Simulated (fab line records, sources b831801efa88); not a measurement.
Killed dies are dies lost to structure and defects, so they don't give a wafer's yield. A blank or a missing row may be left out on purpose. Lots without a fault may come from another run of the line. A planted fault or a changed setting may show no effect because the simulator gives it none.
Which tool did it? | flow gf180mcu | 14 lots, 42 wafers sampled, at 5 steps of a route of 602

WHAT THE GAUGES READ, wafer by wafer
GF_V2_THK_MEAS_03.
lot  | measured     | on            | V2_CVD_02_THK (nm)
L136 | day 19 08:53 | film_metro-04 | 853 867 848
L137 | day 19 12:58 | film_metro-04 | 845 861 866
L142 | day 21 12:52 | film_metro-03 | 836 854 843
L143 | day 21 23:08 | film_metro-04 | 843 844 851
L145 | day 23 05:24 | film_metro-01 | 836 837 839
L146 | day 23 01:12 | film_metro-04 | 845 838 861
L148 | day 23 19:37 | film_metro-04 | 846 831 844
L150 | day 24 09:09 | film_metro-04 | 848 851 856
L152 | day 25 01:55 | film_metro-03 | 852 850 858
L154 | day 25 16:08 | film_metro-03 | 836 868 857
L155 | day 25 22:16 | film_metro-04 | 851 858 871
L157 | day 26 08:50 | film_metro-04 | 853 870 881
L158 | day 26 15:52 | film_metro-04 | 869 870 852
L159 | day 27 02:34 | film_metro-04 | 851 861 873

WHICH TOOL RAN EACH LOT (tool, then ch and the chambers of the sampled wafers, then the start)
lot  | GF_MVPSD_COAT_02                  | GF_MVPSD_STRIP_10                    | GF_V1_STRIP_18                       | GF_M2_METAL_ETCH_16
L136 | litho_track-01 ch 0, day 4 16:57  | plasma_asher-04 ch 0,1, day 5 00:38  | plasma_asher-03 ch 0,1, day 18 05:41 | rie_metal-01 ch 0,1, day 19 08:02
L137 | litho_track-02 ch 0, day 4 21:02  | plasma_asher-04 ch 0,1, day 5 04:22  | plasma_asher-02 ch 0,1, day 18 09:47 | rie_metal-04 ch 0,1, day 19 12:07
L142 | litho_track-01 ch 0, day 6 07:37  | plasma_asher-03 ch 0,1, day 6 15:50  | plasma_asher-03 ch 0,1, day 20 10:07 | rie_metal-04 ch 0,1, day 21 12:02
L143 | litho_track-02 ch 0, day 6 10:18  | plasma_asher-03 ch 0,1, day 6 19:05  | plasma_asher-03 ch 0,1, day 20 20:50 | rie_metal-03 ch 0,1, day 21 22:16
L145 | litho_track-04 ch 0, day 7 00:08  | plasma_asher-01 ch 0,1, day 7 13:01  | plasma_asher-04 ch 0,1, day 22 03:20 | rie_metal-04 ch 0,1, day 23 04:33
L146 | litho_track-04 ch 0, day 7 04:23  | plasma_asher-03 ch 0,1, day 7 13:22  | plasma_asher-03 ch 0,1, day 22 00:36 | rie_metal-04 ch 0,1, day 23 00:21
L148 | litho_track-02 ch 0, day 7 19:03  | plasma_asher-01 ch 1, day 8 04:07    | plasma_asher-04 ch 0,1, day 22 18:04 | rie_metal-04 ch 0, day 23 18:35
L150 | litho_track-01 ch 0, day 8 04:25  | plasma_asher-01 ch 0,1, day 8 13:28  | plasma_asher-03 ch 0,1, day 23 08:11 | rie_metal-03 ch 0,1, day 24 08:18
L152 | litho_track-01 ch 0, day 8 16:04  | plasma_asher-01 ch 0,1, day 9 00:55  | plasma_asher-02 ch 1, day 24 01:17   | rie_metal-03 ch 0,1, day 25 01:03
L154 | litho_track-02 ch 0, day 9 04:45  | plasma_asher-01 ch 0,1, day 9 13:41  | plasma_asher-03 ch 0,1, day 24 16:13 | rie_metal-03 ch 0,1, day 25 15:18
L155 | litho_track-01 ch 0, day 9 12:19  | plasma_asher-03 ch 0,1, day 9 21:05  | plasma_asher-02 ch 0,1, day 24 23:27 | rie_metal-04 ch 0, day 25 21:25
L157 | litho_track-02 ch 0, day 9 18:51  | plasma_asher-04 ch 0,1, day 10 04:08 | plasma_asher-04 ch 0,1, day 25 09:10 | rie_metal-04 ch 0,1, day 26 08:00
L158 | litho_track-02 ch 0, day 10 00:20 | plasma_asher-01 ch 1, day 10 09:43   | plasma_asher-03 ch 0, day 25 16:56   | rie_metal-01 ch 0,1, day 26 15:01
L159 | litho_track-02 ch 0, day 10 07:35 | plasma_asher-04 ch 1, day 10 17:17   | plasma_asher-03 ch 0,1, day 26 03:30 | rie_metal-03 ch 0,1, day 27 01:34
- GF_MVPSD_COAT_02: resist thk 3000 nm.
- GF_MVPSD_STRIP_10: strips in O2/N2.
- GF_V1_STRIP_18: strips in O2/N2.
- GF_M2_METAL_ETCH_16: etches the open film in Cl2/BCl3, stops on SiO2, target depth 627.5 nm, time 104.6 s.

WHAT THE TOOLS THEMSELVES READ (means of the sampled wafers that have a number; where no wafer has one, the mark that the record gives instead)
GF_MVPSD_STRIP_10.
lot  | tool            | drypump_motor_current_A (A) | heater_power_w (W) | oes_product_au (a.u.) | strip_time_to_endpoint_s (s)
L136 | plasma_asher-04 | 5.9                         | 326                | 0.719                 | 36.94
L137 | plasma_asher-04 | 5.9                         | 328                | 0.721                 | 37.01
L142 | plasma_asher-03 | 5.9                         | 325                | 0.722                 | 37.13
L143 | plasma_asher-03 | 5.4                         | 344                | 0.723                 | 37.04
L145 | plasma_asher-01 | 5.8                         | 311                | 0.714                 | 18.92
L146 | plasma_asher-03 | 5.4                         | 351                | 0.719                 | 18.89
L148 | plasma_asher-01 | 6.3                         | 281                | 0.723                 | 36.96
L150 | plasma_asher-01 | 5.8                         | 308                | 0.723                 | 36.97
L152 | plasma_asher-01 | 5.8                         | 305                | 0.723                 | 37.22
L154 | plasma_asher-01 | 6.0                         | 292                | 0.718                 | 36.89
L155 | plasma_asher-03 | 5.9                         | 328                | 0.720                 | 37.05
L157 | plasma_asher-04 | 5.9                         | 328                | 0.722                 | 37.08
L158 | plasma_asher-01 | 6.3                         | 280                | 0.723                 | 37.15
L159 | plasma_asher-04 | 6.2                         | 343                | 0.719                 | 36.87

GF_V1_STRIP_18.
lot  | tool            | drypump_motor_current_A (A) | heater_power_w (W) | oes_product_au (a.u.)
L136 | plasma_asher-03 | 5.4                         | 348                | 0.592
L137 | plasma_asher-02 | 6.1                         | 336                | 0.598
L142 | plasma_asher-03 | 5.9                         | 326                | 0.591
L143 | plasma_asher-03 | 5.9                         | 328                | 0.593
L145 | plasma_asher-04 | 5.9                         | 336                | 0.600
L146 | plasma_asher-03 | 5.9                         | 327                | 0.593
L148 | plasma_asher-04 | 5.5                         | 323                | 0.590
L150 | plasma_asher-03 | 5.4                         | 347                | 0.589
L152 | plasma_asher-02 | 6.0                         | 347                | 0.587
L154 | plasma_asher-03 | 5.9                         | 329                | 0.592
L155 | plasma_asher-02 | 6.0                         | 343                | 0.593
L157 | plasma_asher-04 | 5.5                         | 325                | 0.593
L158 | plasma_asher-03 | 4.8                         | 367                | 0.587
L159 | plasma_asher-03 | 5.3                         | 343                | 0.586

GF_M2_METAL_ETCH_16.
lot  | tool         | drypump_motor_current_A (A) | oes_product_au (a.u.) | throttle_valve_pct (%)
L136 | rie_metal-01 | 5.4                         | 0.974                 | 28.251
L137 | rie_metal-04 | 5.0                         | 0.969                 | 28.253
L142 | rie_metal-04 | 5.1                         | 0.973                 | 28.253
L143 | rie_metal-03 | 5.8                         | 0.966                 | 28.253
L145 | rie_metal-04 | 5.0                         | 0.969                 | 28.249
L146 | rie_metal-04 | 5.0                         | 0.971                 | 28.254
L148 | rie_metal-04 | 5.0                         | 0.969                 | 28.257
L150 | rie_metal-03 | 5.7                         | 0.965                 | 28.257
L152 | rie_metal-03 | 5.7                         | 0.967                 | 28.251
L154 | rie_metal-03 | 5.7                         | 0.965                 | 28.266
L155 | rie_metal-04 | 5.0                         | 0.968                 | 28.258
L157 | rie_metal-04 | 5.1                         | 0.958                 | 28.277
L158 | rie_metal-01 | 5.1                         | 0.965                 | 28.259
L159 | rie_metal-03 | 5.8                         | 0.956                 | 28.266

THE ANSWER, worked out from the rows above alone
Rule: what is usual is taken from the lots themselves. Put in order of their means at a reading, lots are off if they are a third of the lots or fewer, leave a main group of 4 or more, and stand apart from it by a gap of 3 or more times the standard deviation of the main group's means; of several such gaps the widest counts. A main group whose means are all the same, to the digits that the tables above print for the reading, isn't used. A lot without any number at a reading at which 4 lots or more have one is off too. The other lots that the step has rows for count as sound. The gauges are gone through in route order, then the tools' own readings, and for those a lot's mean is taken as printed above. The first step at which some lot is off is used, and at that step the reading that is off furthest; a lot without a number counts as furthest.
Off: L145, L146, at GF_MVPSD_STRIP_10 (strip_time_to_endpoint_s). The main group: mean 37.03 s, standard deviation 0.1.
A tool fits if, at that step or a process step before it, it ran every lot that is off, and no sound lot after the first of them. One fits: litho_track-04 at GF_MVPSD_COAT_02. It ran no sound lot before its first lot that is off in this sample, so the start can't be narrowed down.

WHAT THE SIMULATOR HAD PUT IN
Process parameter drift: litho_track-04, from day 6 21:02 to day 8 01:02, at GF_MVPSD_COAT_02. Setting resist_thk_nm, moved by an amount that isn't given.
Lots struck among those shown: L146, L145. The rule above found the same.
